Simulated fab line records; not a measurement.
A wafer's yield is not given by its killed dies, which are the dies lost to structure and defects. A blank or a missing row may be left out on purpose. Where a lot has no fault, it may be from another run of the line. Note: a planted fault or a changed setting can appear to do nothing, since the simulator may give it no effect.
Shared-tool check + flow gf180mcu + Lots sampled 14, wafers sampled 42

REASON IT WAS OPENED
GF_MVPSD_TW_MEAS_11, reading MVPSD_TW: flagged on 2 of 14 lots. Wafers without a fault read 559, standard deviation 7.8.
Rule: flag the lot when none of its wafers has a number, or when each of its wafers that has one lies beyond 4 standard deviations from that mean. As for the other lots, they are considered sound.

| lot  | measured     | on            | MVPSD_TW, wafer by wafer | flag    |
|------|--------------|---------------|--------------------------|---------|
| L433 | day 5 07:52  | film metro-02 | 548 549 550              |         |
| L436 | day 6 02:12  | film metro-03 | 566 569 564              |         |
| L437 | day 6 05:38  | film metro-03 | 568 566 565              |         |
| L438 | day 6 11:52  | film metro-02 | 549 551 547              |         |
| L440 | day 7 02:47  | film metro-01 | 561 558 561              |         |
| L443 | day 7 19:05  | film metro-01 | 557 561 558              |         |
| L444 | day 8 00:12  | film metro-02 | 552 552 550              |         |
| L445 | day 8 07:13  | film metro-03 | 559 562 561              |         |
| L446 | day 8 16:35  | film metro-03 | 562 564 563              |         |
| L449 | day 9 11:02  | film metro-03 | 570 571 572              |         |
| L450 | day 9 11:23  | film metro-02 | 521 519 519              | FLAGGED |
| L451 | day 9 16:47  | film metro-01 | 525 526 525              | FLAGGED |
| L453 | day 10 07:22 | film metro-02 | 548 549 551              |         |
| L455 | day 10 17:19 | film metro-03 | 569 568 565              |         |
The numbers of the flagged lots are 522 on average: -36 against the usual, or -5 standard deviations.

WHICH TOOL EACH LOT WENT THROUGH
The record holds 1 process step before the reading, out of a route of 602 steps. In each cell: the tool, then ch and the chambers that the sampled wafers went through, then the start.
| lot  | flag    | GF_MVPSD_IMPLANT_09             |
|------|---------|---------------------------------|
| L433 |         | implanter-02 ch 0, day 5 07:37  |
| L436 |         | implanter-02 ch 0, day 6 01:59  |
| L437 |         | implanter-02 ch 0, day 6 05:24  |
| L438 |         | implanter-04 ch 0, day 6 11:38  |
| L440 |         | implanter-04 ch 0, day 7 02:34  |
| L443 |         | implanter-04 ch 0, day 7 18:50  |
| L444 |         | implanter-02 ch 0, day 8 00:00  |
| L445 |         | implanter-02 ch 0, day 8 06:58  |
| L446 |         | implanter-04 ch 0, day 8 16:21  |
| L449 |         | implanter-03 ch 0, day 9 10:47  |
| L450 | FLAGGED | implanter-02, day 9 11:09       |
| L451 | FLAGGED | implanter-03, day 9 16:33       |
| L453 |         | implanter-04 ch 0, day 10 07:07 |
| L455 |         | implanter-02 ch 0, day 10 17:04 |
What these steps do:
- GF_MVPSD_IMPLANT_09
- GF_MVPSD_TW_MEAS_11

FLAGGED OVER TOTAL, TOOL BY TOOL (the gauges that took the reading come last)
| step                | tool          | lots run | flagged | share of the flagged lots | sound lots run after its first flagged lot |
|---------------------|---------------|----------|---------|---------------------------|--------------------------------------------|
| GF_MVPSD_IMPLANT_09 | implanter-02  | 7        | 1       | some                      | 1 (L455)                                   |
| GF_MVPSD_IMPLANT_09 | implanter-03  | 2        | 1       | some                      | 0                                          |
| GF_MVPSD_IMPLANT_09 | implanter-04  | 5        | 0       | none                      | -                                          |
| GF_MVPSD_TW_MEAS_11 | film metro-01 | 3        | 1       | some                      | 0                                          |
| GF_MVPSD_TW_MEAS_11 | film metro-02 | 5        | 1       | some                      | 1 (L453)                                   |
| GF_MVPSD_TW_MEAS_11 | film metro-03 | 6        | 0       | none                      | -                                          |

WHAT IS ALLOWED BY THE TABLE
No row of the table ran every flagged lot.

WHAT HAD BEEN PUT IN BY THE SIMULATOR
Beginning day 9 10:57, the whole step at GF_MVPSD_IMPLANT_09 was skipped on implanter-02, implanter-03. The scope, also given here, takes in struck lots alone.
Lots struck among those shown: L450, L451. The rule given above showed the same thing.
